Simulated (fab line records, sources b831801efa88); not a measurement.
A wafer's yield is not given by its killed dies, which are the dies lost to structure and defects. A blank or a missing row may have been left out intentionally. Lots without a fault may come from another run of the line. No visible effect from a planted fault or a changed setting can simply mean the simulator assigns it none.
fab line records -- flow sky130
record: lots: 7, wafers: 19, last-day: 50
route steps=708 shown METAL4@598 CAP2M@603 PAD_OPEN@708
lots untouched by any fault: they come from a run of this same line in which no faults occurred
start-h: hours from the record's first day to the start of the lot's first wafer shown -- wait-h: hours elapsed since this lot's preceding step -- " repeats the value in the row above -- L1.1+2: a single row standing in for several wafers -- - value missing, or start not given -- * or withheld: withheld -- < > ~ a bound
route shown NAME@n: a module of which the file shows steps, and the number in the route of the first -- usual: mean and standard deviation over wafers with no fault -- same: alike in all rows -- chamber/n: place in a boat -- sites: each site's reading -- _std_site: standard deviation across them -- _edge_site: the outer-site mean with the inner-site mean subtracted -- radius-mm: for every site, how far away it sits from the centre of the wafer -- mask NAME#n: copy n -- behind: tool/chamber where the wafer was last shaped -- hold: reason for holding the lot/hours on hold/outcome of the hold -- device: the transistor (n, p or np) that didn't switch -- end of line: tests of these same wafers at the route's end -- a step without rows: its recipe alone -- killed: count of dies lost to structure and defects at first sort (not the wafer's yield) -- map: dies across one wafer; x = killed, . = not, _ = none there
set.NAME: the setting as run; set.NAME@STEP: as run at that earlier step -- model.NAME: the simulator's own value behind a step, which no gauge read
lots at some steps of the route; a table a step, a row a wafer
services: a tool's chamber out of use, with start hour (start-h, from the record's first day; less than 0 if before it), hours out, and reason
== steps ==
step: SKY_METAL4_SPUTTER_00
recipe: material: Ti, target-thk-nm: 15, power-w: 3000, time-s: 10, chamber-pressure-pa: 0.4
step: SKY_METAL4_SPUTTER_01
recipe: material: TiN, target-thk-nm: 20, power-w: 6500, time-s: 16.7, chamber-pressure-pa: 0.4
usual: throttle-valve-pct: 29.6/0.89
lot.wafer,tool,chamber,start-h,wait-h,throttle-valve-pct
L565.2,pvd-sputter-03,-,958.95,0.0,29.4
L565.3,pvd-sputter-03,-,958.95,0.0,29.6
L565.4,pvd-sputter-03,-,958.95,0.0,28.0
L566.3,pvd-sputter-02,-,962.54,0.0,29.8
L566.4,pvd-sputter-02,-,962.54,0.0,29.4
L566.5,pvd-sputter-02,-,962.54,0.0,29.8
L570.1,pvd-sputter-03,-,984.03,0.0,29.9
L570.4,pvd-sputter-03,-,984.03,0.0,29.4
L570.5,pvd-sputter-03,-,984.03,0.0,27.9
L571.2,pvd-sputter-04,-,997.09,0.0,29.8
L571.4,pvd-sputter-04,-,997.09,0.0,30.9
L572.2,pvd-sputter-03,-,1007.03,0.0,28.6
L572.4,pvd-sputter-03,-,1007.03,0.0,29.0
L581.1,pvd-sputter-04,-,1054.98,0.0,30.4
L581.4,pvd-sputter-04,-,1054.98,0.0,28.6
L581.6,pvd-sputter-04,-,1054.98,0.0,29.7
L584.1,pvd-sputter-02,-,1077.54,0.0,29.7
L584.3,pvd-sputter-02,-,1077.54,0.0,30.8
L584.6,pvd-sputter-02,-,1077.54,0.0,29.7
step: SKY_METAL4_SPUTTER_02
recipe: material: AlCu, target-thk-nm: 735, power-w: 10600, time-s: 39.1, chamber-pressure-pa: 0.4
usual: throttle-valve-pct: 29.6/0.9
lot.wafer,tool,chamber,start-h,wait-h,throttle-valve-pct
L565.2,pvd-sputter-03,-,958.98,0.0,29.3
L565.3,pvd-sputter-03,-,958.98,0.0,29.6
L565.4,pvd-sputter-03,-,958.98,0.0,27.8
L566.3,pvd-sputter-02,-,962.57,0.0,30.0
L566.4,pvd-sputter-02,-,962.57,0.0,29.5
L566.5,pvd-sputter-02,-,962.57,0.0,29.7
L570.1,pvd-sputter-03,-,984.06,0.0,29.8
L570.4,pvd-sputter-03,-,984.06,0.0,29.4
L570.5,pvd-sputter-03,-,984.06,0.0,28.0
L571.2,pvd-sputter-04,-,997.12,0.0,29.9
L571.4,pvd-sputter-04,-,997.12,0.0,30.8
L572.2,pvd-sputter-03,-,1007.06,0.0,28.8
L572.4,pvd-sputter-03,-,1007.06,0.0,29.5
L581.1,pvd-sputter-04,-,1055.01,0.0,30.5
L581.4,pvd-sputter-04,-,1055.01,0.0,28.7
L581.6,pvd-sputter-04,-,1055.01,0.0,29.8
L584.1,pvd-sputter-02,-,1077.57,0.0,29.7
L584.3,pvd-sputter-02,-,1077.57,0.0,30.9
L584.6,pvd-sputter-02,-,1077.57,0.0,30.2
step: SKY_METAL4_SPUTTER_03
recipe: material: Ti, target-thk-nm: 5, power-w: 3000, time-s: 3.3, chamber-pressure-pa: 0.4
step: SKY_METAL4_SPUTTER_04
recipe: material: TiN, target-thk-nm: 70, power-w: 6500, time-s: 58.3, chamber-pressure-pa: 0.4
usual: throttle-valve-pct: 29.6/0.88
lot.wafer,tool,chamber,start-h,wait-h,throttle-valve-pct
L565.2,pvd-sputter-03,-,959.03,0.0,29.2
L565.3,pvd-sputter-03,-,959.03,0.0,30.1
L565.4,pvd-sputter-03,-,959.03,0.0,27.9
L566.3,pvd-sputter-02,-,962.63,0.0,30.1
L566.4,pvd-sputter-02,-,962.63,0.0,29.4
L566.5,pvd-sputter-02,-,962.63,0.0,30.0
L570.1,pvd-sputter-03,-,984.12,0.0,29.9
L570.4,pvd-sputter-03,-,984.12,0.0,29.5
L570.5,pvd-sputter-03,-,984.12,0.0,28.0
L571.2,pvd-sputter-04,-,997.18,0.0,30.0
L571.4,pvd-sputter-04,-,997.18,0.0,30.5
L572.2,pvd-sputter-03,-,1007.12,0.0,28.6
L572.4,pvd-sputter-03,-,1007.12,0.0,29.6
L581.1,pvd-sputter-04,-,1055.07,0.0,30.5
L581.4,pvd-sputter-04,-,1055.07,0.0,28.7
L581.6,pvd-sputter-04,-,1055.07,0.0,29.9
L584.1,pvd-sputter-02,-,1077.62,0.0,29.3
L584.3,pvd-sputter-02,-,1077.62,0.0,30.7
L584.6,pvd-sputter-02,-,1077.62,0.0,29.8
step: SKY_CAP2M_CVD_00
recipe: material: SiO2, target-thk-nm: 15.5, temp-c: 400, time-s: withheld, rf-w: 450
usual: heater-power-w: 671/87
lot.wafer,tool,chamber,start-h,wait-h,heater-power-w
L565.2,pecvd-02,2,959.08,0.0,695
L565.3,pecvd-02,0,959.08,0.0,542
L565.4,pecvd-02,0,959.08,0.0,552
L566.3,pecvd-01,0,962.68,0.0,760
L566.4,pecvd-01,1,962.68,0.0,718
L566.5,pecvd-01,0,962.68,0.0,752
L570.1,pecvd-01,2,984.17,0.0,609
L570.4,pecvd-01,1,984.17,0.0,691
L570.5,pecvd-01,0,984.17,0.0,735
L571.2,pecvd-02,0,997.23,0.0,523
L571.4,pecvd-02,0,997.23,0.0,545
L572.2,pecvd-03,1,1007.17,0.0,774
L572.4,pecvd-03,0,1007.17,0.0,714
L581.1,pecvd-03,2,1055.12,0.0,621
L581.4,pecvd-03,0,1055.12,0.0,794
L581.6,pecvd-03,1,1055.12,0.0,773
L584.1,pecvd-03,0,1077.67,0.0,757
L584.3,pecvd-03,1,1077.67,0.0,663
L584.6,pecvd-03,0,1077.67,0.0,754
step: SKY_CAP2M_THK_MEAS_01
recipe: reads: SiO2_of_CAP2M_CVD_00
usual: CAP2M_CVD_00_THK: 15.66/0.26
lot.wafer,tool,chamber,start-h,wait-h,CAP2M_CVD_00_THK[nm]
L565.2,film-metro-01,-,959.11,-,15.13
L565.3,film-metro-01,-,959.11,-,15.22
L565.4,film-metro-01,-,959.11,-,15.45
L566.3,film-metro-01,-,962.72,-,15.44
L566.4,film-metro-01,-,962.72,-,15.78
L566.5,film-metro-01,-,962.72,-,15.83
L570.1,film-metro-01,-,984.19,-,15.40
L570.4,film-metro-01,-,984.19,-,15.77
L570.5,film-metro-01,-,984.19,-,15.66
L571.2,film-metro-01,-,997.26,-,15.50
L571.4,film-metro-01,-,997.26,-,15.70
L572.2,film-metro-01,-,1007.20,-,15.58
L572.4,film-metro-01,-,1007.20,-,15.49
L581.1,film-metro-02,-,1055.14,-,15.55
L581.4,film-metro-02,-,1055.14,-,15.89
L581.6,film-metro-02,-,1055.14,-,15.90
L584.1,film-metro-01,-,1077.70,-,15.41
L584.3,film-metro-01,-,1077.70,-,15.38
L584.6,film-metro-01,-,1077.70,-,15.45
step: SKY_CAP2M_SPUTTER_02
recipe: material: TiN, target-thk-nm: 200, temp-c: 300, power-w: 6500, time-s: 166.7, chamber-pressure-pa: 0.4
usual: throttle-valve-pct: 30.4/1.3
lot.wafer,tool,chamber,start-h,wait-h,throttle-valve-pct
L565.2,pvd-sputter-04,-,959.16,0.0,28.8
L565.3,pvd-sputter-04,-,959.16,0.0,29.9
L565.4,pvd-sputter-04,-,959.16,0.0,30.8
L566.3,pvd-sputter-04,-,962.76,0.0,30.4
L566.4,pvd-sputter-04,-,962.76,0.0,28.9
L566.5,pvd-sputter-04,-,962.76,0.0,30.6
L570.1,pvd-sputter-04,-,984.25,0.1,28.7
L570.4,pvd-sputter-04,-,984.25,0.1,30.8
L570.5,pvd-sputter-04,-,984.25,0.1,29.7
L571.2,pvd-sputter-01,-,997.31,0.0,31.4
L571.4,pvd-sputter-01,-,997.31,0.0,31.7
L572.2,pvd-sputter-01,-,1007.25,0.0,31.5
L572.4,pvd-sputter-01,-,1007.25,0.0,32.0
L581.1,pvd-sputter-03,-,1055.20,0.1,29.6
L581.4,pvd-sputter-03,-,1055.20,0.1,30.1
L581.6,pvd-sputter-03,-,1055.20,0.1,30.0
L584.1,pvd-sputter-03,-,1077.76,0.1,28.7
L584.3,pvd-sputter-03,-,1077.76,0.1,27.9
L584.6,pvd-sputter-03,-,1077.76,0.1,27.9
step: SKY_CAP2M_RS_MEAS_03
recipe: thk-meas-gauge: four-point-probe, reads: TiN_of_CAP2M_SPUTTER_02
usual: CAP2M_TIN_RS: 6.95/0.095
lot.wafer,tool,chamber,start-h,wait-h,CAP2M_TIN_RS[ohm/sq]
L565.2,film-metro-04,-,959.29,0.1,7.08
L565.3,film-metro-04,-,959.29,0.1,6.87
L565.4,film-metro-04,-,959.29,0.1,6.88
L566.3,film-metro-04,-,962.91,0.1,6.90
L566.4,film-metro-04,-,962.91,0.1,7.02
L566.5,film-metro-04,-,962.91,0.1,6.88
L570.1,film-metro-02,-,984.36,0.1,7.13
L570.4,film-metro-02,-,984.36,0.1,6.86
L570.5,film-metro-02,-,984.36,0.1,6.91
L571.2,film-metro-04,-,997.44,0.1,7.00
L571.4,film-metro-04,-,997.44,0.1,7.03
L572.2,film-metro-04,-,1007.38,0.1,7.06
L572.4,film-metro-04,-,1007.38,0.1,7.07
L581.1,film-metro-02,-,1055.31,0.1,7.00
L581.4,film-metro-02,-,1055.31,0.1,6.94
L581.6,film-metro-02,-,1055.31,0.1,7.03
L584.1,film-metro-01,-,1077.86,0.1,6.95
L584.3,film-metro-01,-,1077.86,0.1,6.91
L584.6,film-metro-01,-,1077.86,0.1,6.93
step: SKY_CAP2M_THK_MEAS_04
recipe: thk-meas-gauge: xrf, reads: TiN_of_CAP2M_SPUTTER_02
usual: CAP2M_TIN_THK: 200/3.4
lot.wafer,tool,chamber,start-h,wait-h,CAP2M_TIN_THK[nm]
L565.2,film-metro-04,-,959.40,0.1,198
L565.3,film-metro-04,-,959.40,0.1,204
L565.4,film-metro-04,-,959.40,0.1,205
L566.3,film-metro-04,-,963.01,0.1,204
L566.4,film-metro-04,-,963.01,0.1,201
L566.5,film-metro-04,-,963.01,0.1,204
L570.1,film-metro-02,-,984.48,0.1,195
L570.4,film-metro-02,-,984.48,0.1,203
L570.5,film-metro-02,-,984.48,0.1,201
L571.2,film-metro-04,-,997.55,0.1,200
L571.4,film-metro-04,-,997.55,0.1,201
L572.2,film-metro-04,-,1007.49,0.1,199
L572.4,film-metro-04,-,1007.49,0.1,199
L581.1,film-metro-02,-,1055.43,0.1,197
L581.4,film-metro-02,-,1055.43,0.1,199
L581.6,film-metro-02,-,1055.43,0.1,197
L584.1,film-metro-01,-,1077.98,0.1,197
L584.3,film-metro-01,-,1077.98,0.1,198
L584.6,film-metro-01,-,1077.98,0.1,197
step: SKY_CAP2M_DEHYDRATE_05
recipe: temp-c: 200, time-s: 60
step: SKY_CAP2M_HMDS_06
recipe: prime-time-s: 60, prime-temp-c: 120
step: SKY_CAP2M_COAT_07
recipe: resist: NOVOLAK, spin-rpm: 3000, resist-thk-nm: 1140
lot.wafer,tool,chamber,start-h,wait-h,model.NOVOLAK_of_CAP2M_COAT_07.thk-nm
L565.2,litho-track-03,0,970.87,0.1,1135
L565.3,litho-track-03,0,970.87,0.1,1138
L565.4,litho-track-03,0,970.87,0.1,1137
L566.3,litho-track-03,0,974.10,0.1,1137
L566.4,litho-track-03,0,974.10,0.1,1136
L566.5,litho-track-03,0,974.10,0.1,1135
L570.1,litho-track-03,0,995.30,0.1,1136
L570.4,litho-track-03,0,995.30,0.1,1070
L570.5,litho-track-03,0,995.30,0.1,1132
L571.2,litho-track-03,0,1008.92,0.1,1142
L571.4,litho-track-03,0,1008.92,0.1,1074
L572.2,litho-track-03,0,1018.77,0.1,1136
L572.4,litho-track-03,0,1018.77,0.1,1064
L581.1,litho-track-01,0,1066.44,0.1,1135
L581.4,litho-track-01,0,1066.44,0.1,1134
L581.6,litho-track-01,0,1066.44,0.1,1138
L584.1+6,litho-track-02,0,1087.76,0.1,1137
L584.3,litho-track-02,0,1087.76,0.1,1141
step: SKY_CAP2M_SOFTBAKE_08
recipe: temp-c: 90, time-s: 60, resist: NOVOLAK
step: SKY_CAP2M_EXPOSE_09
recipe: mask-id: CAP2M, na: 0.6, source-shape: conventional, sigma-outer: 0.6, polarization: unpolarized, target-cd-nm: 1000, dose-mj: 159
step: SKY_CAP2M_PEB_10
recipe: temp-c: withheld, time-s: *, resist: NOVOLAK
step: SKY_CAP2M_DEVELOP_11
recipe: resist: NOVOLAK, developer: TMAH, develop-time-s: 60, dev-temp-c: 23
step: SKY_CAP2M_OVL_MEAS_12
usual: CAP2M_OVL: 0.2/1.3
lot.wafer,tool,chamber,start-h,wait-h,CAP2M_OVL[nm]
L565.2,overlay-01,-,983.20,0.1,0.9
L565.3,overlay-01,-,983.20,0.1,1.2
L565.4,overlay-01,-,983.20,0.1,0.1
L566.3,overlay-02,-,987.17,0.1,3.3
L566.4,overlay-02,-,987.17,0.1,1.3
L566.5,overlay-02,-,987.17,0.1,1.6
L570.1,overlay-02,-,1006.59,0.1,1.1
L570.4,overlay-02,-,1006.59,0.1,1.9
L570.5,overlay-02,-,1006.59,0.1,-0.8
L571.2,overlay-01,-,1020.56,0.1,0.2
L571.4,overlay-01,-,1020.56,0.1,0.0
L572.2,overlay-01,-,1029.86,0.1,-0.2
L572.4,overlay-01,-,1029.86,0.1,0.4
L581.1,overlay-02,-,1077.49,0.1,-2.0
L581.4,overlay-02,-,1077.49,0.1,-3.0
L581.6,overlay-02,-,1077.49,0.1,-1.2
L584.1,overlay-01,-,1098.39,0.1,0.3
L584.3,overlay-01,-,1098.39,0.1,2.7
L584.6,overlay-01,-,1098.39,0.1,1.4
step: SKY_CAP2M_METAL_ETCH_13
recipe: target-depth-nm: 220, stop-on: SiO2, chemistry: Cl2/BCl3, target: TiN, pressure-mtorr: 10, icp-w: 900, bias-w: 48.5, Cl2_flow_sccm: 60, bcl3-flow-sccm: 30, time-s: 62.9
usual: drypump-motor-current-A: 5.7/0.46, oes-product-au: 0.940/0.0092, throttle-valve-pct: 21.903/0.01
lot.wafer,tool,chamber,start-h,wait-h,drypump-motor-current-A,oes-product-au,rf-hours-counter-h,throttle-valve-pct,model.NOVOLAK_of_CAP2M_COAT_07.thk-nm,model.CAP2M.cd-nm
L565.2,rie-metal-03,0,983.23,0.0,5.6,0.928,12,21.900,985,997.9
L565.3,rie-metal-03,0,983.23,0.0,5.6,0.948,-,21.893,987.3,998.7
L565.4,rie-metal-03,1,983.23,0.0,6.5,0.941,-,21.910,989.6,999.6
L566.3,rie-metal-04,0,987.22,0.0,5.1,0.938,-,21.915,985.9,1001
L566.4,rie-metal-04,1,987.22,0.0,5.8,0.937,-,21.903,984.8,1000
L566.5,rie-metal-04,1,987.22,0.0,5.8,0.945,-,21.897,982.5,999
L570.1,rie-metal-02,0,1006.63,0.0,5.3,0.932,4,21.918,985.1,1003
L570.4,rie-metal-02,0,1006.63,0.0,5.3,0.938,-,21.902,918.7,994.7
L570.5,rie-metal-02,0,1006.63,0.0,5.3,0.941,-,21.902,982.9,1001
L571.2,rie-metal-03,0,1020.59,0.0,5.6,0.934,14,21.892,993.5,999
L571.4,rie-metal-03,1,1020.59,0.0,6.5,0.930,-,21.909,926.9,992.3
L572.2,rie-metal-04,0,1029.89,0.0,5.1,0.931,12,21.926,982.1,1002
L572.4,rie-metal-04,0,1029.89,0.0,5.1,0.925,-,21.911,910,993.7
L581.1,rie-metal-02,0,1077.53,0.0,5.3,0.934,10,21.898,984.6,1001
L581.4,rie-metal-02,0,1077.53,0.0,5.3,0.933,-,21.904,983.3,1002
L581.6,rie-metal-02,1,1077.53,0.0,5.8,0.928,-,21.914,990.6,999.2
L584.1,rie-metal-04,1,1098.43,0.0,5.8,0.940,22,21.906,987.6,997.9
L584.3,rie-metal-04,1,1098.43,0.0,5.8,0.947,-,21.906,991.7,1002
L584.6,rie-metal-04,0,1098.43,0.0,5.1,0.939,-,21.885,983.9,1000
step: SKY_CAP2M_STRIP_14
recipe: chemistry: O2/N2, power-w: 1400, pressure-mtorr: 1500, platen-temp-c: withheld, o2-flow-sccm: 3000, n2-flow-sccm: 300, overash-fraction: 0.5
usual: drypump-motor-current-A: 5.45/0.22, oes-product-au: 0.711/0.005, strip-time-to-endpoint-s: 12.59/0.049
same: overash-fraction: 0.5
lot.wafer,tool,chamber,start-h,wait-h,drypump-motor-current-A,oes-product-au,rf-hours-counter-h,strip-time-to-endpoint-s
L565.2,plasma-asher-04,0,983.31,0.1,5.11,0.710,109,12.56
L565.3,plasma-asher-04,0,983.31,0.1,5.12,0.717,-,12.56
L565.4,plasma-asher-04,1,983.31,0.1,5.68,0.709,-,12.62
L566.3,plasma-asher-03,1,987.31,0.1,5.70,0.712,-,12.58
L566.4,plasma-asher-03,0,987.31,0.1,5.29,0.722,-,12.55
L566.5,plasma-asher-03,1,987.31,0.1,5.71,0.709,-,12.51
L570.1,plasma-asher-04,0,1006.71,0.1,5.13,0.704,112,12.55
L570.4,plasma-asher-04,1,1006.71,0.1,5.67,0.710,-,11.78
L570.5,plasma-asher-04,1,1006.71,0.1,5.65,0.710,-,12.53
L571.2,plasma-asher-03,0,1020.67,0.1,5.30,0.709,59,12.65
L571.4,plasma-asher-03,0,1020.67,0.1,5.28,0.708,-,11.89
L572.2,plasma-asher-01,0,1029.97,0.1,5.51,0.714,93,12.53
L572.4,plasma-asher-01,0,1029.97,0.1,5.52,0.705,-,11.69
L581.1,plasma-asher-04,1,1077.61,0.1,5.70,0.704,1,12.55
L581.4,plasma-asher-04,1,1077.61,0.1,5.67,0.704,-,12.52
L581.6,plasma-asher-04,1,1077.61,0.1,5.69,0.710,-,12.62
L584.1,plasma-asher-01,1,1098.51,0.1,5.44,0.708,100,12.58
L584.3,plasma-asher-01,0,1098.51,0.1,5.53,0.712,-,12.64
L584.6,plasma-asher-01,0,1098.51,0.1,5.53,0.712,-,12.53
step: SKY_CAP2M_STRIP_15
recipe: chemistry: post-etch-residue-remover, time-s: 1200, temp-c: 72.5
step: SKY_PAD_OPEN_PROBE_99
usual: defect-limited-yield: 82.3/2.1, killed_at_M0_to_M3: 45/6.9, killed_at_M4_up: 3.1/1.7, killed-at-contacts: 24/5.7, killed-at-front-end: 15/4.6, killed-at-other: 0.3/0.57, killed-dies: 87/10, killed-open: 48/7.4, killed-short: 39/6.7, sort_bin_3_pad_short: 0.9/0.41, sort_bin_5_function: 10.4/1.5, sort_bin_6_memory: 6.4/1.1, sort-n-pass: 405/10, sort-yield-pct: 82.3/2.1
same: gross-dies: 492, killed-at-back-side: 0, sort_bin_4_leakage[%]: 0, sort_bin_8_speed[%]: 0
lot.wafer,tool,chamber,start-h,wait-h,defect-limited-yield[%],killed_at_M0_to_M3,killed_at_M4_up,killed-at-contacts,killed-at-front-end,killed-at-other,killed-dies,killed-open,killed-short,sort_bin_3_pad_short[%],sort_bin_5_function[%],sort_bin_6_memory[%],sort-n-pass,sort-yield-pct[%]
L565.2,prober-02,-,1100.46,0.1,79.7,53,5,25,17,0,100,49,51,1.4,12.0,6.9,392,79.7
L565.3,prober-02,-,1100.51,0.2,83.7,39,5,22,13,1,80,41,39,0.8,9.6,5.9,412,83.7
L565.4,prober-02,-,1100.56,0.2,82.5,54,6,16,10,0,86,44,42,1.0,10.0,6.5,406,82.5
killed by level:class
L565.2 VIA1:geometric-particle:open=12 CONTACT:geometric-particle:short=11 METAL1:geometric-particle:short=8 CONTACT:geometric-particle:open=6 VIA2:geometric-particle:open=6 VIA1:geometric-particle:short=5 VIA3:geometric-particle:short=5 FIELD_ISO:geometric-particle:open=4
L565.3 CONTACT:geometric-particle:open=10 VIA3:geometric-particle:open=8 LI_CONTACT:geometric-particle:open=6 METAL1:geometric-particle:short=6 VIA1:geometric-particle:short=6 FIELD_ISO:geometric-particle:short=5 METAL4:geometric-particle:short=5 VIA2:geometric-particle:open=4
L565.4 METAL2:geometric-particle:short=11 VIA1:geometric-particle:short=9 VIA1:geometric-particle:open=9 CONTACT:geometric-particle:open=8 VIA3:geometric-particle:open=7 METAL1:geometric-particle:short=5 LI_CONTACT:geometric-particle:open=5 VIA3:geometric-particle:short=4
== services ==
tool,chamber,start-h,hours,kind
pecvd-03,2,935.06,10.5,repair
rie-metal-04,-,945.63,1.4,pm
plasma-asher-03,-,950.35,3.7,repair
pecvd-01,0,960.23,2.1,scheduled-down
pvd-sputter-03,-,962.46,3.5,repair
pvd-sputter-02,-,971.06,2.7,repair
plasma-asher-01,-,973.34,0.6,repair
pecvd-03,0,988.89,14.9,repair
pvd-sputter-01,-,990.27,3.0,repair
pvd-sputter-02,-,994.42,3.8,repair
pvd-sputter-02,-,1002.90,4.4,repair
rie-metal-04,-,1006.62,2.8,pm
pvd-sputter-02,-,1019.95,2.1,repair
rie-metal-02,1,1020.23,7.6,repair
pvd-sputter-03,-,1026.80,2.7,repair
pecvd-03,1,1046.14,2.1,scheduled-down
pvd-sputter-01,-,1054.18,9.4,repair
plasma-asher-04,-,1055.25,9.0,pm
plasma-asher-04,0,1055.25,9.0,vent-cycle
plasma-asher-04,1,1055.25,9.0,vent-cycle
plasma-asher-04,0,1064.25,-,clean
plasma-asher-04,1,1064.25,-,clean
plasma-asher-01,-,1069.34,1.6,repair
rie-metal-03,0,1088.10,6.9,repair
== key ==
first-sign: step: SKY_CAP2M_STRIP_14, reading: strip-time-to-endpoint-s, direction: down, sigmas: 16, usual: *, struck: *
effect none on later readings
model-effect: step: SKY_CAP2M_COAT_07, value: NOVOLAK_of_CAP2M_COAT_07.thk-nm, without: 1136, struck: 1069
model-effect: step: SKY_CAP2M_METAL_ETCH_13, value: NOVOLAK_of_CAP2M_COAT_07.thk-nm, without: 985.2, struck: 918.5
met-at SKY_CAP2M_COAT_07
struck-wafers L570.4,L571.4,L572.4
onset-between 974.10 995.30
fault: kind: process-parameter-drift, tool: litho-track-03, chamber: -, onset-h: 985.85, steps: SKY_CAP2M_COAT_07, channel: resist-thk-nm, offset: -66.904, shape: step, end-h: 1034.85, scope: struck-wafers-only, acts-in: these-recipes-only, stated: 1140
